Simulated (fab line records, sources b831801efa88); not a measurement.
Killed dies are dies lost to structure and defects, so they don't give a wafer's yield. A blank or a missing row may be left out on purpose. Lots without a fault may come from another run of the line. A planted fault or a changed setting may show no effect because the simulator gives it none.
fab line records | flow gf180mcu
record lots=5 wafers=15 last_day=34
route steps=602 shown SALICIDE@282 CONTACT@287 M1@315
lots that met no fault: from a run of the same line without faults
start_h: hours from the record's first day to the start of the lot's first wafer shown | wait_h: hours since the lot's step before | " the same as in the row above | L1.1+2: a row that stands for several wafers | - no value, or no start given | * or withheld: withheld | < > ~ a bound
route shown NAME@n: a module of which the file shows steps, and the number in the route of the first | usual: mean/standard deviation of fault-free wafers | same: alike in all rows | chamber/n: place in a boat | sites: the reading at each site | _std_site: their standard deviation | _edge_site: outer sites' mean less inner sites' | radius_mm: how far each site lies from the wafer's centre | mask NAME#n: copy n | behind: the tool/chamber that last shaped the wafer | hold: why the lot was held/for how many hours/how that ended | device: the transistor (n, p or np) that didn't switch | end of line: the same wafers' tests at the end of the route | a step without rows: its recipe alone | killed: dies lost to structure and defects at the first sort, not the wafer's yield | map: a wafer's dies, x killed, . not, _ none there
set.NAME: the setting as run; set.NAME@STEP: as run at that earlier step | model.NAME: the simulator's own value behind a step, which no gauge read
lots at some steps of the route; a table a step, a row a wafer
services: from which hour (start_h, from the record's first day; less than 0 if before it) a tool's chamber was out of use, for how many hours, and why
## steps
# step GF_SALICIDE_RS_MEAS_04
# recipe thk_meas_gauge=four-point-probe reads=TiN_of_SALICIDE_SPUTTER_03+Co_of_SALICIDE_SPUTTER_02
# usual SALICIDE_TIN_RS=16.29/0.3
# columns lot.wafer tool chamber start_h wait_h SALICIDE_TIN_RS[ohm/sq]
L074.1 film_metro-02 - 346.67 0.0 17.04
L074.2 " - " " 17.02
L074.5 " - " " 16.68
L077.1 film_metro-04 - 367.39 0.0 16.11
L077.4 " - " " 15.92
L077.6 " - " " 16.66
L086.3 film_metro-03 - 449.14 0.1 15.84
L086.4 " - " " 15.73
L086.5 " - " " 15.68
L089.1 film_metro-04 - 471.49 0.0 16.53
L089.3 " - " " 16.67
L089.6 " - " " 16.70
L095.1 film_metro-04 - 516.47 0.0 16.07
L095.3 " - " " 16.32
L095.6 " - " " 16.36
# step GF_SALICIDE_THK_MEAS_05
# recipe thk_meas_gauge=xrf reads=TiN_of_SALICIDE_SPUTTER_03
# usual SALICIDE_TIN_THK=19.90/0.3
# columns lot.wafer tool chamber start_h wait_h SALICIDE_TIN_THK[nm]
L074.1 film_metro-02 - 346.79 0.1 20.00
L074.2 " - " " 19.73
L074.5 " - " " 19.86
L077.1 film_metro-04 - 367.51 0.1 19.88
L077.4 " - " " 20.18
L077.6 " - " " 19.76
L086.3 film_metro-03 - 449.24 0.1 20.07
L086.4 " - " " 20.28
L086.5 " - " " 20.36
L089.1 film_metro-04 - 471.61 0.1 19.71
L089.3 " - " " 19.77
L089.6 " - " " 19.57
L095.1 film_metro-04 - 516.59 0.1 20.07
L095.3 " - " " 20.22
L095.6 " - " " 20.09
# step GF_SALICIDE_RTA_06
# recipe temp_c=530 time_s=30 ambient=N2
# usual anneal_temp_c_max=531.8/0.57 lamp_power_pct=5.93/0.21 wafer_temp_C_max=533.3/1.3
# columns lot.wafer tool chamber start_h wait_h anneal_temp_c_max lamp_power_pct wafer_temp_C_max
L074.1 rtp_anneal-02 0 346.85 0.1 531.1 5.74 531.5
L074.2 " 0 " " 531.2 5.75 531.7
L074.5 " 0 " " 531.2 5.73 531.9
L077.1 rtp_anneal-02 0 367.57 0.1 531.5 5.73 532.4
L077.4 " 0 " " 531.2 5.73 532.7
L077.6 " 0 " " 531.2 5.73 532.7
L086.3 rtp_anneal-02 0 449.31 0.1 532.1 5.74 532.4
L086.4 " 0 " " 531.0 5.73 532.7
L086.5 " 0 " " 531.6 5.75 531.5
L089.1 rtp_anneal-01 0 471.67 0.1 531.8 6.17 533.8
L089.3 " 0 " " 531.0 6.16 534.6
L089.6 " 0 " " 532.0 6.16 534.1
L095.1 rtp_anneal-01 0 516.65 0.1 532.1 6.15 535.4
L095.3 " 0 " " 531.9 6.16 534.9
L095.6 " 0 " " 531.8 6.17 534.1
# step GF_SALICIDE_WET_ETCH_07
# recipe chemistry=SPM target_depth_nm=120 dry=n2_spin
# columns lot.wafer tool chamber start_h wait_h
L074.1+2+5 wet_bench-03 2 346.95 0.1
L077.1+4+6 wet_bench-01 1 367.67 0.1
L086.3+4+5 wet_bench-01 1 449.38 0.1
L089.1+3+6 wet_bench-03 3 471.77 0.1
L095.1+3+6 wet_bench-03 3 516.75 0.1
# step GF_SALICIDE_RTA_08
# recipe temp_c=800 time_s=30 ambient=N2
# usual anneal_temp_c_max=802.8/0.86 lamp_power_pct=16.6/0.58 wafer_temp_C_max=805.6/2
# columns lot.wafer tool chamber start_h wait_h anneal_temp_c_max lamp_power_pct wafer_temp_C_max
L074.1 rtp_anneal-01 0 347.05 0.0 803.6 17.1 809.3
L074.2 " 0 " " 802.6 17.1 809.5
L074.5 " 0 " " 803.7 17.1 809.3
L077.1 rtp_anneal-01 0 367.76 0.0 802.9 17.1 805.1
L077.4 " 0 " " 803.5 17.1 808.5
L077.6 " 0 " " 803.0 17.1 806.5
L086.3 rtp_anneal-01 0 449.51 0.0 803.1 17.1 805.9
L086.4 " 0 " " 804.1 17.1 809.6
L086.5 " 0 " " 803.3 17.1 807.0
L089.1 rtp_anneal-02 0 471.87 0.0 802.2 15.9 803.0
L089.3 " 0 " " 802.4 15.9 804.1
L089.6 " 0 " " 801.6 15.9 804.0
L095.1 rtp_anneal-02 0 516.94 0.0 802.4 16.0 803.0
L095.3 " 0 " " 800.7 16.0 803.3
L095.6 " 0 " " 802.2 15.9 804.8
# step GF_CONTACT_CVD_00
# recipe material=SiO2 target_thk_nm=300 sigma_open_frac=0.3 temp_c=400 time_s=50 sih4_flow_sccm=60 pressure_mtorr=6
# usual pressure_mtorr=5.998/0.013
# columns lot.wafer tool chamber start_h wait_h pressure_mtorr
L074.1 hdpcvd-02 1 347.15 0.1 5.976
L074.2 " 0 " " 5.990
L074.5 " 2 " " 5.981
L077.1 hdpcvd-01 2 367.86 0.1 5.990
L077.4 " 2 " " 5.997
L077.6 " 1 " " 5.979
L086.3 hdpcvd-01 1 449.58 0.1 5.999
L086.4 " 1 " " 6.006
L086.5 " 0 " " 5.994
L089.1 hdpcvd-01 1 471.97 0.1 5.984
L089.3 " 0 " " 6.003
L089.6 " 1 " " 5.986
L095.1 hdpcvd-01 2 517.04 0.1 6.000
L095.3 " 0 " " 5.979
L095.6 " 0 " " 5.977
# step GF_CONTACT_THK_MEAS_01
# recipe reads=SiO2_of_CONTACT_CVD_00
# usual CONTACT_CVD_00_THK=300/3.1
# columns lot.wafer tool chamber start_h wait_h CONTACT_CVD_00_THK[nm]
L074.1 film_metro-03 - 347.19 0.0 302
L074.2 " - " " 301
L074.5 " - " " 300
L077.1 film_metro-02 - 367.90 0.0 299
L077.4 " - " " 300
L077.6 " - " " 300
L086.3 film_metro-03 - 449.64 0.0 294
L086.4 " - " " 295
L086.5 " - " " 303
L089.1 film_metro-01 - 472.01 0.0 299
L089.3 " - " " 302
L089.6 " - " " 298
L095.1 film_metro-02 - 517.08 0.0 298
L095.3 " - " " 305
L095.6 " - " " 303
# step GF_CONTACT_CVD_02
# recipe material=SiO2 target_thk_nm=860 precursor=TEOS temp_c=400 time_s=95.992 rf_w=600
# usual heater_power_w=702/100
# columns lot.wafer tool chamber start_h wait_h heater_power_w
L074.1 pecvd-02 0 347.25 0.1 731
L074.2 " 1 " " 861
L074.5 " 1 " " 711
L077.1 pecvd-04 1 367.96 0.1 801
L077.4 " 1 " " 824
L077.6 " 0 " " 700
L086.3 pecvd-04 2 449.68 0.0 788
L086.4 " 2 " " 780
L086.5 " 1 " " 825
L089.1 pecvd-04 1 472.07 0.1 805
L089.3 " 0 " " 670
L089.6 " 1 " " 857
L095.1 pecvd-03 1 517.14 0.1 711
L095.3 " 0 " " 690
L095.6 " 0 " " 546
# step GF_CONTACT_THK_MEAS_03
# recipe reads=SiO2_of_CONTACT_CVD_02
# usual CONTACT_CVD_02_THK=863/12
# columns lot.wafer tool chamber start_h wait_h CONTACT_CVD_02_THK[nm]
L074.1 film_metro-01 - 347.32 0.0 873
L074.2 " - " " 847
L074.5 " - " " 856
L077.1 film_metro-01 - 368.03 0.0 855
L077.4 " - " " 875
L077.6 " - " " 861
L086.3 film_metro-03 - 449.77 0.1 863
L086.4 " - " " 874
L086.5 " - " " 874
L089.1 film_metro-03 - 472.14 0.0 853
L089.3 " - " " 850
L089.6 " - " " 878
L095.1 film_metro-03 - 517.21 0.0 848
L095.3 " - " " 844
L095.6 " - " " 856
# step GF_CONTACT_CMP_04
# recipe material=SiO2 down_force_psi=4 platen_rpm=60 pad_velocity_m_s=0.94248
# usual motor_current_A=12.3/1.1 time_to_endpoint_s=112/6.6
# columns lot.wafer tool chamber start_h wait_h motor_current_A time_to_endpoint_s
L074.2 cmp-02 0 347.48 0.1 13.0 102
L074.1 " 1 " " 11.1 114
L074.5 " 3 " " 13.6 109
L077.1 cmp-01 3 368.14 0.1 11.6 119
L077.4 " 0 " " 11.0 117
L077.6 " 2 " " 13.3 116
L086.3 cmp-01 2 449.86 0.1 13.2 108
L086.4 " 0 " " 9.6 112
L086.5 " 1 " " 14.3 111
L089.1 cmp-01 3 472.30 0.1 11.7 111
L089.3 " 0 " " 10.9 102
L089.6 " 1 " " 14.2 115
L095.3 cmp-02 1 517.32 0.1 11.1 109
L095.1 " 3 " " 13.7 113
L095.6 " 0 " " 12.4 115
# step GF_CONTACT_BOW_MEAS_05
# recipe mode=bow
# usual CONTACT_BOW=64/6.7
# columns lot.wafer tool chamber start_h wait_h CONTACT_BOW[um]
L074.1 film_metro-02 - 347.68 0.1 58
L074.2 " - " " 60
L074.5 " - " " 72
L077.1 film_metro-02 - 368.39 0.2 59
L077.4 " - " " 70
L077.6 " - " " 62
L086.3 film_metro-02 - 450.15 0.2 65
L086.4 " - " " 79
L086.5 " - " " 56
L089.1 film_metro-02 - 472.50 0.1 72
L089.3 " - " " 55
L089.6 " - " " 54
L095.1 film_metro-03 - 517.57 0.1 68
L095.3 " - " " 59
L095.6 " - " " 63
# step GF_CONTACT_DEHYDRATE_06
# recipe temp_c=200 time_s=60
# columns lot.wafer tool chamber start_h wait_h
L074.1+2+5 litho_track-03 0 357.17 9.5
L077.1+4+6 litho_track-03 0 379.07 10.7
L086.3+4+5 litho_track-04 0 461.36 11.2
L089.1+3+6 litho_track-03 0 484.47 11.9
L095.1+3+6 litho_track-04 0 527.91 10.3
# step GF_CONTACT_HMDS_07
# recipe prime_time_s=60 prime_temp_c=120
# columns lot.wafer tool chamber start_h wait_h
L074.1+2+5 litho_track-03 0 357.32 0.1
L077.1+4+6 litho_track-03 0 379.22 0.1
L086.3+4+5 litho_track-04 0 461.51 0.1
L089.1+3+6 litho_track-03 0 484.62 0.1
L095.1+3+6 litho_track-04 0 528.06 0.1
# step GF_CONTACT_COAT_08
# recipe resist=BARC temp_c=withheld time_s=withheld spin_rpm=withheld resist_thk_nm=withheld
# columns lot.wafer tool chamber start_h wait_h
L074.1+2+5 litho_track-03 0 357.47 0.1
L077.1+4+6 litho_track-03 0 379.37 0.1
L086.3+4+5 litho_track-04 0 461.66 0.1
L089.1+3+6 litho_track-03 0 484.77 0.1
L095.1+3+6 litho_track-04 0 528.21 0.1
# step GF_CONTACT_COAT_09
# recipe resist=KrF spin_rpm=withheld resist_thk_nm=1000
# columns lot.wafer tool chamber start_h wait_h
L074.1+2+5 litho_track-03 0 - -
L077.1+4+6 litho_track-03 0 - -
L086.3+4+5 litho_track-04 0 - -
L089.1+3+6 litho_track-03 0 - -
L095.1+3+6 litho_track-04 0 - -
# step GF_CONTACT_SOFTBAKE_10
# recipe temp_c=130 time_s=60 resist=KrF
# columns lot.wafer tool chamber start_h wait_h
L074.1+2+5 litho_track-03 0 - -
L077.1+4+6 litho_track-03 0 - -
L086.3+4+5 litho_track-04 0 - -
L089.1+3+6 litho_track-03 0 - -
L095.1+3+6 litho_track-04 0 - -
# step GF_CONTACT_EXPOSE_11
# recipe mask_id=Contact target_cd_nm=220 na=0.68 source_shape=conventional sigma_outer=0.6 dose_mj=38
# columns lot.wafer tool chamber start_h wait_h mask
L074.1+2+5 krf_scanner-02 0 - - Contact#0
L077.1+4+6 krf_scanner-02 0 - - Contact#0
L086.3+4+5 krf_scanner-01 0 - - Contact#0
L089.1+3+6 krf_scanner-02 0 - - Contact#0
L095.1+3+6 krf_scanner-02 0 - - Contact#0
# step GF_CONTACT_PEB_12
# recipe peb_temp_c=135 peb_time_s=90 resist=KrF
# columns lot.wafer tool chamber start_h wait_h
L074.1+2+5 litho_track-03 0 - -
L077.1+4+6 litho_track-04 0 - -
L086.3+4+5 litho_track-03 0 - -
L089.1+3+6 litho_track-04 0 - -
L095.1+3+6 litho_track-04 0 - -
# step GF_CONTACT_DEVELOP_13
# recipe develop_time_s=60 resist=KrF dev_temp_c=21
# same develop_time_s=60
# columns lot.wafer tool chamber start_h wait_h
L074.1+2+5 litho_track-03 0 368.97 0.2
L077.1+4+6 litho_track-04 0 391.41 0.2
L086.3+4+5 litho_track-03 0 473.42 0.1
L089.1+3+6 litho_track-04 0 496.91 0.2
L095.1+3+6 litho_track-04 0 539.66 0.2
# step GF_CONTACT_CD_MEAS_14
# recipe target_cd_nm=220
# usual cd_nm=219.9/1.4
# columns lot.wafer tool chamber start_h wait_h cd_nm
L074.1 cd_sem-01 - 369.12 0.1 217.6
L074.2 " - " " 218.9
L074.5 " - " " 218.0
L077.1 cd_sem-02 - 391.56 0.1 219.2
L077.4 " - " " 220.3
L077.6 " - " " 219.7
L086.3 cd_sem-01 - 473.56 0.1 221.2
L086.4 " - " " 221.4
L086.5 " - " " 221.5
L089.1 cd_sem-02 - 497.06 0.1 219.7
L089.3 " - " " 220.2
L089.6 " - " " 220.1
L095.1 cd_sem-02 - 539.81 0.1 220.2
L095.3 " - " " 221.6
L095.6 " - " " 219.5
# step GF_CONTACT_OVL_MEAS_15
# usual CONTACT_OVL=2/5.7
# columns lot.wafer tool chamber start_h wait_h CONTACT_OVL[nm]
L074.1 overlay-02 - 369.24 0.1 -9
L074.2 " - " " -8
L074.5 " - " " -9
L077.1 overlay-01 - 391.68 0.1 -2
L077.4 " - " " -3
L077.6 " - " " -2
L086.3 overlay-02 - 473.65 0.1 0
L086.4 " - " " 0
L086.5 " - " " 2
L089.1 overlay-01 - 497.18 0.1 -2
L089.3 " - " " 4
L089.6 " - " " 0
L095.1 overlay-01 - 539.93 0.1 6
L095.3 " - " " 3
L095.6 " - " " 4
# step GF_CONTACT_ETCH_16
# recipe chemistry=N2/H2 target_depth_a=withheld overetch_a=withheld time_s=withheld target=BARC ion_energy_ev=200 source_w=500 bias_w=100 pressure_mtorr=30 n2_flow_sccm=100 h2_flow_sccm=200
# usual drypump_motor_current_A=5.7/0.61 oes_product_au=0.855/0.0053 throttle_valve_pct=13.223/0.0081
# columns lot.wafer tool chamber start_h wait_h drypump_motor_current_A oes_product_au throttle_valve_pct
L074.1 rie_diel-04 3 369.28 0.0 4.9 0.847 13.223
L074.2 " 0 " " 5.1 0.860 13.229
L074.5 " 1 " " 5.3 0.859 13.223
L077.1 rie_diel-03 3 391.72 0.0 6.1 0.859 13.232
L077.4 " 2 " " 4.7 0.851 13.227
L077.6 " 3 " " 6.1 0.857 13.233
L086.3 rie_diel-01 2 473.68 0.0 6.7 0.854 13.216
L086.4 " 1 " " 5.4 0.852 13.229
L086.5 " 3 " " 5.6 0.847 13.224
L089.1 rie_diel-04 3 497.22 0.0 4.9 0.858 13.216
L089.3 " 2 " " 5.4 0.860 13.220
L089.6 " 3 " " 4.9 0.847 13.238
L095.1 rie_diel-01 1 539.97 0.0 5.4 0.855 13.233
L095.3 " 2 " " 6.7 0.846 13.226
L095.6 " 1 " " 5.4 0.859 13.210
# step GF_CONTACT_ETCH_17
# recipe chemistry=C4F8/O2/Ar mask_material=KrF target=SiO2 stop_on=CoSi2 source_w=1500 bias_w=1200 pressure_mtorr=40 c4f8_flow_sccm=withheld O2_flow_sccm=6 Ar_flow_sccm=300 time_s=withheld target_depth_a=8600
# usual oes_product_au=0.815/0.0044
# columns lot.wafer tool chamber start_h wait_h oes_product_au
L074.1 rie_diel-04 3 - - 0.815
L074.2 " 0 " " 0.811
L074.5 " 1 " " 0.811
L077.1 rie_diel-03 3 - - 0.820
L077.4 " 2 " " 0.813
L077.6 " 3 " " 0.816
L086.3 rie_diel-01 2 - - 0.816
L086.4 " 1 " " 0.817
L086.5 " 3 " " 0.820
L089.1 rie_diel-04 3 - - 0.817
L089.3 " 2 " " 0.818
L089.6 " 3 " " 0.807
L095.1 rie_diel-01 1 - - 0.813
L095.3 " 2 " " 0.815
L095.6 " 1 " " 0.820
# step GF_CONTACT_STRIP_18
# recipe chemistry=O2/N2 power_w=1400 pressure_mtorr=1500 platen_temp_c=250 o2_flow_sccm=3000 n2_flow_sccm=300 overash_fraction=0.5
# usual drypump_motor_current_A=5.9/0.45 heater_power_w=333/20 oes_product_au=0.580/0.0049
# columns lot.wafer tool chamber start_h wait_h drypump_motor_current_A heater_power_w oes_product_au rf_hours_counter_h
L074.1 plasma_asher-01 0 369.44 - 6.2 312 0.582 71
L074.2 " 1 " " 5.2 324 0.585 71
L074.5 " 0 " " 6.2 307 0.580 -
L077.1 plasma_asher-01 0 391.88 - 6.2 309 0.568 74
L077.4 " 1 " " 5.2 317 0.591 -
L077.6 " 0 " " 6.2 302 0.572 -
L086.3 plasma_asher-04 1 473.87 - 5.8 364 0.575 -
L086.4 " 0 " " 5.8 329 0.586 -
L086.5 " 0 " " 5.8 324 0.580 -
L089.1 plasma_asher-04 0 497.38 - 5.8 321 0.589 40
L089.3 " 1 " " 5.8 352 0.581 -
L089.6 " 1 " " 5.8 367 0.585 -
L095.1 plasma_asher-01 1 540.13 - 5.3 328 0.587 90
L095.3 " 0 " " 6.2 319 0.580 -
L095.6 " 1 " " 5.2 329 0.581 -
# step GF_CONTACT_CLEAN_19
# recipe chemistry=SPM
# columns lot.wafer tool chamber start_h wait_h
L074.1+2+5 wet_bench-04 2 369.54 0.1
L077.1+4+6 wet_bench-02 0 391.98 0.1
L086.3+4+5 wet_bench-04 1 473.94 0.0
L089.1+3+6 wet_bench-04 3 497.48 0.1
L095.1+3+6 wet_bench-04 1 540.23 0.1
# step GF_CONTACT_CLEAN_20
# recipe chemistry=DIW
# columns lot.wafer tool chamber start_h wait_h
L074.1+2+5 wet_bench-02 2 369.63 0.0
L077.1+4+6 wet_bench-01 1 392.07 0.0
L086.3+4+5 wet_bench-02 1 474.03 0.0
L089.1+3+6 wet_bench-02 1 497.57 0.0
L095.1+3+6 wet_bench-01 3 540.32 0.0
# step GF_CONTACT_CLEAN_21
# recipe chemistry=dHF time_s=20 dilution=100:1 dry=ipa_marangoni
# columns lot.wafer tool chamber start_h wait_h
L074.1+2+5 wet_bench-01 0 369.72 0.0
L077.1+4+6 wet_bench-04 0 392.17 0.0
L086.3+4+5 wet_bench-01 1 474.12 0.0
L089.1+3+6 wet_bench-01 3 497.66 0.0
L095.1+3+6 wet_bench-02 2 540.41 0.0
# step GF_CONTACT_SPUTTER_22
# recipe material=Ti target_thk_nm=15 chamber_pressure_pa=5 power_w=2500 substrate_temp_c=200 time_s=80.02
# usual chamber_pressure_pa=4.999/0.01 throttle_valve_pct=30.2/1
# columns lot.wafer tool chamber start_h wait_h chamber_pressure_pa throttle_valve_pct
L074.1 pvd_sputter-03 - 369.74 0.0 4.983 29.6
L074.2 " - " " 5.004 29.4
L074.5 " - " " 5.001 31.4
L077.1 pvd_sputter-01 - 392.18 0.0 5.021 28.6
L077.4 " - " " 4.993 29.4
L077.6 " - " " 4.991 31.6
L086.3 pvd_sputter-03 - 474.15 0.0 4.987 29.4
L086.4 " - " " 5.000 31.3
L086.5 " - " " 4.999 29.7
L089.1 pvd_sputter-03 - 497.68 0.0 5.000 31.5
L089.3 " - " " 5.000 31.9
L089.6 " - " " 4.989 31.3
L095.1 pvd_sputter-02 - 540.43 0.0 4.990 30.7
L095.3 " - " " 5.000 30.4
L095.6 " - " " 5.005 30.2
# step GF_CONTACT_SPUTTER_23
# recipe material=TiN target_thk_nm=10 chamber_pressure_pa=5 power_w=4000 time_s=40
# usual chamber_pressure_pa=5.000/0.0096 throttle_valve_pct=30.2/1
# columns lot.wafer tool chamber start_h wait_h chamber_pressure_pa throttle_valve_pct
L074.1 pvd_sputter-03 - 369.80 0.0 5.015 29.7
L074.2 " - " " 4.997 29.5
L074.5 " - " " 4.999 31.4
L077.1 pvd_sputter-01 - 392.24 0.0 4.989 29.3
L077.4 " - " " 5.006 29.3
L077.6 " - " " 5.000 31.4
L086.3 pvd_sputter-03 - 474.21 0.0 4.994 29.6
L086.4 " - " " 4.988 31.3
L086.5 " - " " 4.999 29.5
L089.1 pvd_sputter-03 - 497.74 0.0 5.006 31.3
L089.3 " - " " 5.006 31.9
L089.6 " - " " 5.022 31.3
L095.1 pvd_sputter-02 - 540.49 0.0 4.991 30.8
L095.3 " - " " 4.989 30.4
L095.6 " - " " 5.000 30.1
# step GF_CONTACT_CVD_24
# recipe material=W target_thk_nm=300 time_s=90.339 temp_c=400 pressure_torr=40
# usual heater_power_w=788/110
# columns lot.wafer tool chamber start_h wait_h heater_power_w
L074.1 cvd_w-02 1 369.84 0.0 857
L074.2 " 0 " " 663
L074.5 " 0 " " 659
L077.1 cvd_w-02 1 392.28 0.0 849
L077.4 " 1 " " 871
L077.6 " 1 " " 874
L086.3 cvd_w-01 0 474.28 0.1 708
L086.4 " 1 " " 927
L086.5 " 1 " " 902
L089.1 cvd_w-02 0 497.78 0.0 671
L089.3 " 1 " " 896
L089.6 " 1 " " 915
L095.1 cvd_w-02 1 540.53 0.0 877
L095.3 " 0 " " 634
L095.6 " 1 " " 890
# step GF_CONTACT_RS_MEAS_25
# recipe thk_meas_gauge=four-point-probe reads=W_of_CONTACT_CVD_24+TiN_of_CONTACT_SPUTTER_23+Ti_of_CONTACT_SPUTTER_22
# usual CONTACT_W_RS=0.382/0.0048
# columns lot.wafer tool chamber start_h wait_h CONTACT_W_RS[ohm/sq]
L074.1 film_metro-01 - 369.94 0.1 0.382
L074.2 " - " " 0.384
L074.5 " - " " 0.381
L077.1 film_metro-03 - 392.38 0.1 0.387
L077.4 " - " " 0.380
L077.6 " - " " 0.384
L086.3 film_metro-01 - 474.39 0.1 0.374
L086.4 " - " " 0.371
L086.5 " - " " 0.372
L089.1 film_metro-01 - 497.88 0.1 0.385
L089.3 " - " " 0.385
L089.6 " - " " 0.382
L095.1 film_metro-01 - 540.63 0.1 0.389
L095.3 " - " " 0.386
L095.6 " - " " 0.385
# step GF_CONTACT_THK_MEAS_26
# recipe thk_meas_gauge=xrf reads=W_of_CONTACT_CVD_24
# usual CONTACT_W_THK=301/4.7
# columns lot.wafer tool chamber start_h wait_h CONTACT_W_THK[nm]
L074.1 film_metro-01 - 370.06 0.1 299
L074.2 " - " " 298
L074.5 " - " " 301
L077.1 film_metro-03 - 392.50 0.1 298
L077.4 " - " " 303
L077.6 " - " " 302
L086.3 film_metro-01 - 474.49 0.1 304
L086.4 " - " " 307
L086.5 " - " " 306
L089.1 film_metro-01 - 498.00 0.1 294
L089.3 " - " " 296
L089.6 " - " " 297
L095.1 film_metro-01 - 540.75 0.1 299
L095.3 " - " " 300
L095.6 " - " " 302
# step GF_CONTACT_CMP_27
# recipe stop_on=SiO2 down_force_psi=3.5 platen_rpm=60 t_overpolish_s=15 target_thk_nm=0 pad_velocity_m_s=0.94248
# usual motor_current_A=11.3/1.1 overpolish_run_s=15.000/0.0087 time_to_endpoint_s=71/3.7
# columns lot.wafer tool chamber start_h wait_h motor_current_A overpolish_run_s time_to_endpoint_s
L074.1 cmp-01 2 370.17 0.1 11.0 14.997 79
L074.2 " 0 " " 9.9 14.994 77
L074.5 " 1 " " 12.5 15.003 74
L077.4 cmp-02 3 392.56 0.0 12.4 15.013 76
L077.1 " 2 " " 10.9 14.997 73
L077.6 " 3 " " 12.1 14.997 71
L086.4 cmp-01 1 474.53 0.0 13.1 14.999 73
L086.3 " 3 " " 10.8 14.988 82
L086.5 " 2 " " 11.7 15.010 75
L089.3 cmp-02 0 498.11 0.1 11.1 15.014 70
L089.1 " 2 " " 10.9 15.016 70
L089.6 " 0 " " 11.3 14.994 73
L095.1 cmp-01 1 540.81 0.1 13.0 15.001 68
L095.3 " 2 " " 11.6 14.986 72
L095.6 " 2 " " 11.7 15.000 72
# step GF_M1_SPUTTER_00
# recipe material=Ti target_thk_nm=37.5 arriving_ion_energy_ev=80 substrate_temp_c=200 chamber_pressure_pa=2 power_w=4000 time_s=150
# usual chamber_pressure_pa=1.999/0.0041 throttle_valve_pct=30.2/0.94
# columns lot.wafer tool chamber start_h wait_h chamber_pressure_pa throttle_valve_pct
L074.1 pvd_sputter-02 - 370.42 0.2 2.008 30.6
L074.2 " - " " 1.998 30.2
L074.5 " - " " 1.994 30.7
L077.1 pvd_sputter-04 - 392.86 0.1 1.993 31.6
L077.4 " - " " 2.005 28.7
L077.6 " - " " 2.000 29.8
L086.3 pvd_sputter-01 - 474.83 0.1 2.001 29.3
L086.4 " - " " 1.996 29.0
L086.5 " - " " 2.000 31.5
L089.1 pvd_sputter-01 - 498.36 0.1 1.999 29.0
L089.3 " - " " 2.002 28.8
L089.6 " - " " 1.995 29.0
L095.1 pvd_sputter-04 - 541.11 0.2 1.999 28.7
L095.3 " - " " 1.997 30.3
L095.6 " - " " 1.995 29.9
# step GF_M1_SPUTTER_01
# recipe material=TiN target_thk_nm=30 power_w=6500 time_s=25 chamber_pressure_pa=0.4
# usual chamber_pressure_pa=0.4001/0.00077 throttle_valve_pct=30.2/0.94
# columns lot.wafer tool chamber start_h wait_h chamber_pressure_pa throttle_valve_pct
L074.1 pvd_sputter-02 - 370.52 0.1 0.4007 30.8
L074.2 " - " " 0.4015 30.2
L074.5 " - " " 0.4010 30.8
L077.1 pvd_sputter-04 - 392.96 0.1 0.4003 31.7
L077.4 " - " " 0.3996 29.2
L077.6 " - " " 0.3997 29.8
L086.3 pvd_sputter-01 - 474.93 0.1 0.3993 29.4
L086.4 " - " " 0.4006 29.0
L086.5 " - " " 0.3997 31.6
L089.1 pvd_sputter-01 - 498.46 0.1 0.4007 29.2
L089.3 " - " " 0.3992 29.1
L089.6 " - " " 0.3993 28.9
L095.1 pvd_sputter-04 - 541.21 0.1 0.3998 29.0
L095.3 " - " " 0.4001 30.0
L095.6 " - " " 0.4009 30.4
# step GF_M1_SPUTTER_02
# recipe material=AlCu target_thk_nm=450 power_w=10600 time_s=23.9 chamber_pressure_pa=0.4
# usual chamber_pressure_pa=0.4000/0.00091 throttle_valve_pct=30.2/0.94
# columns lot.wafer tool chamber start_h wait_h chamber_pressure_pa throttle_valve_pct
L074.1 pvd_sputter-02 - 370.55 0.0 0.3999 30.6
L074.2 " - " " 0.4001 29.9
L074.5 " - " " 0.3994 30.9
L077.1 pvd_sputter-04 - 392.99 0.0 0.4002 31.8
L077.4 " - " " 0.3992 28.7
L077.6 " - " " 0.3994 29.7
L086.3 pvd_sputter-01 - 474.96 0.0 0.3988 29.2
L086.4 " - " " 0.3999 29.1
L086.5 " - " " 0.4006 31.5
L089.1 pvd_sputter-01 - 498.49 0.0 0.3987 29.2
L089.3 " - " " 0.3988 28.8
L089.6 " - " " 0.4007 29.0
L095.1 pvd_sputter-04 - 541.24 0.0 0.3998 28.8
L095.3 " - " " 0.3999 29.9
L095.6 " - " " 0.3997 30.1
# step GF_M1_SPUTTER_03
# recipe material=Ti target_thk_nm=10 substrate_temp_c=300 chamber_pressure_pa=0.3 power_w=3000 time_s=6.7
# usual chamber_pressure_pa=0.3000/0.00058 throttle_valve_pct=30.2/0.94
# columns lot.wafer tool chamber start_h wait_h chamber_pressure_pa throttle_valve_pct
L074.1 pvd_sputter-02 - 370.58 0.0 0.2995 30.9
L074.2 " - " " 0.2995 30.0
L074.5 " - " " 0.3000 30.8
L077.1 pvd_sputter-04 - 393.02 0.0 0.3003 31.7
L077.4 " - " " 0.3009 28.8
L077.6 " - " " 0.2999 29.7
L086.3 pvd_sputter-01 - 474.99 0.0 0.2995 29.0
L086.4 " - " " 0.3002 29.1
L086.5 " - " " 0.3001 31.4
L089.1 pvd_sputter-01 - 498.52 0.0 0.3009 29.1
L089.3 " - " " 0.3000 29.0
L089.6 " - " " 0.2999 29.2
L095.1 pvd_sputter-04 - 541.27 0.0 0.2997 28.7
L095.3 " - " " 0.2990 30.5
L095.6 " - " " 0.3005 30.2
## services
# columns tool chamber start_h hours kind
krf_scanner-02 - 323.78 4.4 pm
cmp-02 - 333.38 0.2 repair
pvd_sputter-02 - 333.43 1.5 repair
cmp-02 - 333.92 4.7 pm
pvd_sputter-01 - 336.01 2.2 repair
krf_scanner-02 - 336.39 1.3 pm
rie_diel-04 3 338.36 5.9 repair
cmp-02 - 339.30 3.7 repair
wet_bench-02 - 353.29 1.3 repair
wet_bench-02 - 353.95 8.0 repair
pvd_sputter-03 - 360.62 5.0 repair
cmp-01 - 372.63 14.2 pm
pvd_sputter-01 - 381.05 2.4 repair
rtp_anneal-01 - 382.99 1.0 pm
pvd_sputter-01 - 386.31 1.8 repair
wet_bench-01 - 408.04 1.9 pm
cmp-01 - 451.89 10.2 repair
wet_bench-02 - 459.41 1.4 repair
rtp_anneal-02 - 492.33 3.7 pm
wet_bench-01 - 500.06 4.4 pm
pvd_sputter-02 - 520.96 1.5 repair
wet_bench-04 - 529.30 2.2 repair
cmp-01 - 535.28 1.3 repair
wet_bench-01 - 537.96 0.8 repair
## key
fault none
